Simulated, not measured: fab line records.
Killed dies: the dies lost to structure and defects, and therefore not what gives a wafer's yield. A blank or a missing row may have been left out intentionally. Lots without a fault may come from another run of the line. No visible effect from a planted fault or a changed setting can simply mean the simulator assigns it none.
Check of tool commonality || flow gf180mcu || 13 lots, 39 wafers sampled

== THE REASON FOR OPENING IT ==
Of 13 lots, 2 have the reading NWELL_TW flagged at GF_NWELL_TW_MEAS_11. Wafers without a fault read 1578, standard deviation 11.
Rule: a lot is flagged in two cases, either no wafer of it has a number, or all its wafers with numbers fall more than 4 standard deviations from that mean. The rest of the lots are taken to be sound.

{"lot": "L743", "measured": "day 3 13:30", "on": "film-metro-04", "NWELL_TW, wafer by wafer": "1572 1585 1581", "flag": ""}
{"lot": "L744", "measured": "day 3 14:48", "on": "film-metro-02", "NWELL_TW, wafer by wafer": "1577 1578 1573", "flag": ""}
{"lot": "L745", "measured": "day 3 19:11", "on": "film-metro-02", "NWELL_TW, wafer by wafer": "1572 1589 1586", "flag": ""}
{"lot": "L747", "measured": "day 4 04:29", "on": "film-metro-04", "NWELL_TW, wafer by wafer": "1563 1572 1563", "flag": ""}
{"lot": "L749", "measured": "day 4 22:12", "on": "film-metro-01", "NWELL_TW, wafer by wafer": "3025 3002 3026", "flag": "FLAGGED"}
{"lot": "L750", "measured": "day 5 01:48", "on": "film-metro-01", "NWELL_TW, wafer by wafer": "1575 1576 1578", "flag": ""}
{"lot": "L751", "measured": "day 5 03:06", "on": "film-metro-02", "NWELL_TW, wafer by wafer": "3008 3005 3001", "flag": "FLAGGED"}
{"lot": "L759", "measured": "day 7 01:21", "on": "film-metro-01", "NWELL_TW, wafer by wafer": "1594 1611 1586", "flag": ""}
{"lot": "L760", "measured": "day 7 07:11", "on": "film-metro-02", "NWELL_TW, wafer by wafer": "1579 1565 1570", "flag": ""}
{"lot": "L762", "measured": "day 7 17:55", "on": "film-metro-02", "NWELL_TW, wafer by wafer": "1572 1579 1581", "flag": ""}
{"lot": "L763", "measured": "day 8 00:51", "on": "film-metro-02", "NWELL_TW, wafer by wafer": "1573 1580 1585", "flag": ""}
{"lot": "L764", "measured": "day 8 04:33", "on": "film-metro-02", "NWELL_TW, wafer by wafer": "1579 1579 1581", "flag": ""}
{"lot": "L766", "measured": "day 8 13:10", "on": "film-metro-01", "NWELL_TW, wafer by wafer": "1607 1608 1605", "flag": ""}
On average the flagged lots read 3011, which is +1433 against the usual, or +99 or more standard deviations.

== WHICH TOOL RAN EACH LOT ==
The record keeps 1 process step preceding the reading, out of 602 steps on the route. Read each cell as the tool, then ch plus the chambers that the sampled wafers visited, then the start.
{"lot": "L743", "flag": "", "GF_NWELL_IMPLANT_08": "implanter-02 ch 0, day 3 13:07"}
{"lot": "L744", "flag": "", "GF_NWELL_IMPLANT_08": "implanter-01 ch 0, day 3 14:24"}
{"lot": "L745", "flag": "", "GF_NWELL_IMPLANT_08": "implanter-03 ch 0, day 3 18:47"}
{"lot": "L747", "flag": "", "GF_NWELL_IMPLANT_08": "implanter-02 ch 0, day 4 04:05"}
{"lot": "L749", "flag": "FLAGGED", "GF_NWELL_IMPLANT_08": "implanter-03 ch 0, day 4 21:49"}
{"lot": "L750", "flag": "", "GF_NWELL_IMPLANT_08": "implanter-01 ch 0, day 5 01:24"}
{"lot": "L751", "flag": "FLAGGED", "GF_NWELL_IMPLANT_08": "implanter-03 ch 0, day 5 02:43"}
{"lot": "L759", "flag": "", "GF_NWELL_IMPLANT_08": "implanter-02 ch 0, day 7 00:58"}
{"lot": "L760", "flag": "", "GF_NWELL_IMPLANT_08": "implanter-01 ch 0, day 7 06:48"}
{"lot": "L762", "flag": "", "GF_NWELL_IMPLANT_08": "implanter-01 ch 0, day 7 17:32"}
{"lot": "L763", "flag": "", "GF_NWELL_IMPLANT_08": "implanter-02 ch 0, day 8 00:27"}
{"lot": "L764", "flag": "", "GF_NWELL_IMPLANT_08": "implanter-02 ch 0, day 8 04:09"}
{"lot": "L766", "flag": "", "GF_NWELL_IMPLANT_08": "implanter-03 ch 0, day 8 12:46"}
These steps, and what they do:
- GF_NWELL_IMPLANT_08
- GF_NWELL_TW_MEAS_11

== FLAGGED OVER TOTAL, TOOL BY TOOL (the gauges that took the reading come last) ==
{"step": "GF_NWELL_IMPLANT_08", "tool": "implanter-01", "lots run": 4, "flagged": 0, "share of the flagged lots": "none", "sound lots run after its first flagged lot": "-"}
{"step": "GF_NWELL_IMPLANT_08", "tool": "implanter-02", "lots run": 5, "flagged": 0, "share of the flagged lots": "none", "sound lots run after its first flagged lot": "-"}
{"step": "GF_NWELL_IMPLANT_08", "tool": "implanter-03", "lots run": 4, "flagged": 2, "share of the flagged lots": "all", "sound lots run after its first flagged lot": "1 (L766)"}
{"step": "GF_NWELL_TW_MEAS_11", "tool": "film-metro-01", "lots run": 4, "flagged": 1, "share of the flagged lots": "some", "sound lots run after its first flagged lot": "3 (L750,L759,L766)"}
{"step": "GF_NWELL_TW_MEAS_11", "tool": "film-metro-02", "lots run": 7, "flagged": 1, "share of the flagged lots": "some", "sound lots run after its first flagged lot": "4 (L760,L762,L763,L764)"}
{"step": "GF_NWELL_TW_MEAS_11", "tool": "film-metro-04", "lots run": 2, "flagged": 0, "share of the flagged lots": "none", "sound lots run after its first flagged lot": "-"}

== WHAT THE TABLE ALLOWS ==
All flagged lots share 1 row of the table, namely implanter-03 at GF_NWELL_IMPLANT_08.
- implanter-03 at GF_NWELL_IMPLANT_08 ran 4 lots, 2 of them flagged. Sound lots followed the first flagged one (L766) on it, something a lasting fault affecting the whole tool could not allow. Its own readings (beam-on-s, dose-ions-cm2, faraday-current-uA) fall more than 4 standard deviations out on all wafers of the flagged lots.
No row of the table ran every flagged lot and no sound lot after the first.

== WHAT HAD BEEN PUT IN BY THE SIMULATOR ==
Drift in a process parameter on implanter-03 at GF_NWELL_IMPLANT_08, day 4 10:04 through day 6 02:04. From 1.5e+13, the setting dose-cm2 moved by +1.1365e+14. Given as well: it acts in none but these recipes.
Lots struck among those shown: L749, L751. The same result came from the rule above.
